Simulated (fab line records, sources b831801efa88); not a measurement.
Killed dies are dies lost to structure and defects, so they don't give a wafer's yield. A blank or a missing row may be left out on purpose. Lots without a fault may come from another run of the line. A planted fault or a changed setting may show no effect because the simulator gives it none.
Which tool did it? | flow gf180mcu | 11 lots, 33 wafers sampled, at 4 steps of a route of 602

WHAT THE GAUGES READ, wafer by wafer
GF_HV_LDD_TW_MEAS_38.
lot  | measured     | on            | HV_LDD_3_TW
L801 | day 11 07:09 | film_metro-01 | 1407 1407 1409
L803 | day 11 21:44 | film_metro-04 | 1431 1442 1431
L805 | day 12 22:01 | film_metro-01 | 1407 1412 1405
L804 | day 12 22:56 | film_metro-03 | 1448 1443 1443
L811 | day 15 07:58 | film_metro-01 | 1314 1314 1313 1306 1310 1312
L813 | day 15 17:42 | film_metro-03 | 1337 1331 1333 1335 1332 1326
L814 | day 15 19:53 | film_metro-01 | 1311 1305 1303 1305 1302 1309
L817 | day 17 00:22 | film_metro-04 | 1444 1443 1449
L821 | day 18 05:52 | film_metro-04 | 1433 1436 1435
L823 | day 18 18:07 | film_metro-01 | 1432 1433 1433
L824 | day 19 01:49 | film_metro-01 | 1424 1415 1422

WHICH TOOL RAN EACH LOT (tool, then ch and the chambers of the sampled wafers, then the start)
lot  | GF_DUAL_GATE_STRIP_13                | GF_POLY_GATE_ETCH_13             | GF_HV_LDD_IMPLANT_33
L801 | plasma_asher-02 ch 0,1, day 8 03:36  | rie_si-02 ch 0,3, day 8 23:43    | implanter-02 ch 0, day 11 06:29
L803 | plasma_asher-01 ch 0,1, day 8 16:40  | rie_si-02 ch 0,1,2, day 9 12:55  | implanter-04 ch 0, day 11 21:04
L805 | plasma_asher-04 ch 0,1, day 9 13:16  | rie_si-02 ch 0,1,3, day 10 11:22 | implanter-01 ch 0, day 12 21:19
L804 | plasma_asher-02 ch 0,1, day 9 14:16  | rie_si-01 ch 0,1,2, day 10 11:23 | implanter-02 ch 0, day 12 22:17
L811 | plasma_asher-01 ch 0,1, day 11 15:16 | rie_si-01 ch 0,3, day 12 15:13   | implanter-02 ch 0, day 15 06:50
L813 | plasma_asher-02 ch 0,1, day 11 23:56 | rie_si-02 ch 2,3, day 12 23:25   | implanter-02 ch 0, day 15 17:00
L814 | plasma_asher-01 ch 0,1, day 12 02:27 | rie_si-02 ch 0,1, day 13 01:47   | implanter-02 ch 0, day 15 19:14
L817 | plasma_asher-01 ch 0,1, day 13 04:23 | rie_si-02 ch 0,2,3, day 14 03:52 | implanter-01 ch 0, day 16 23:41
L821 | plasma_asher-01 ch 0,1, day 14 00:53 | rie_si-01 ch 2,3, day 15 01:31   | implanter-04 ch 0, day 18 05:11
L823 | plasma_asher-02 ch 0,1, day 14 16:53 | rie_si-02 ch 0,1,3, day 15 17:58 | implanter-02 ch 0, day 18 17:26
L824 | plasma_asher-02 ch 0,1, day 15 01:05 | rie_si-01 ch 1,3, day 16 02:31   | implanter-04 ch 0, day 19 01:07
- GF_DUAL_GATE_STRIP_13: strips in O2/N2.
- GF_POLY_GATE_ETCH_13: etches poly-Si in HBr/Cl2, stops on SiO2, target depth 198.5 nm, time 69.6 s.
- GF_HV_LDD_IMPLANT_33

THE ANSWER, worked out from the rows above alone
Rule: what is usual is taken from the lots themselves. Put in order of their means at a reading, lots are off if they are a third of the lots or fewer, leave a main group of 4 or more, and stand apart from it by a gap of 3 or more times the standard deviation of the main group's means; of several such gaps the widest counts. A main group whose means are all the same, to the digits that the tables above print for the reading, isn't used. A lot without any number at a reading at which 4 lots or more have one is off too. The other lots that the step has rows for count as sound.
Off: L811, L813, L814, at GF_HV_LDD_TW_MEAS_38 (HV_LDD_3_TW). The main group: mean 1428, standard deviation 14.
A tool fits if, at a process step before that reading, it ran every lot that is off, and no sound lot after the first of them. The gauges at GF_HV_LDD_TW_MEAS_38 are tried like those tools. None of those tried fits.

WHAT THE SIMULATOR HAD PUT IN
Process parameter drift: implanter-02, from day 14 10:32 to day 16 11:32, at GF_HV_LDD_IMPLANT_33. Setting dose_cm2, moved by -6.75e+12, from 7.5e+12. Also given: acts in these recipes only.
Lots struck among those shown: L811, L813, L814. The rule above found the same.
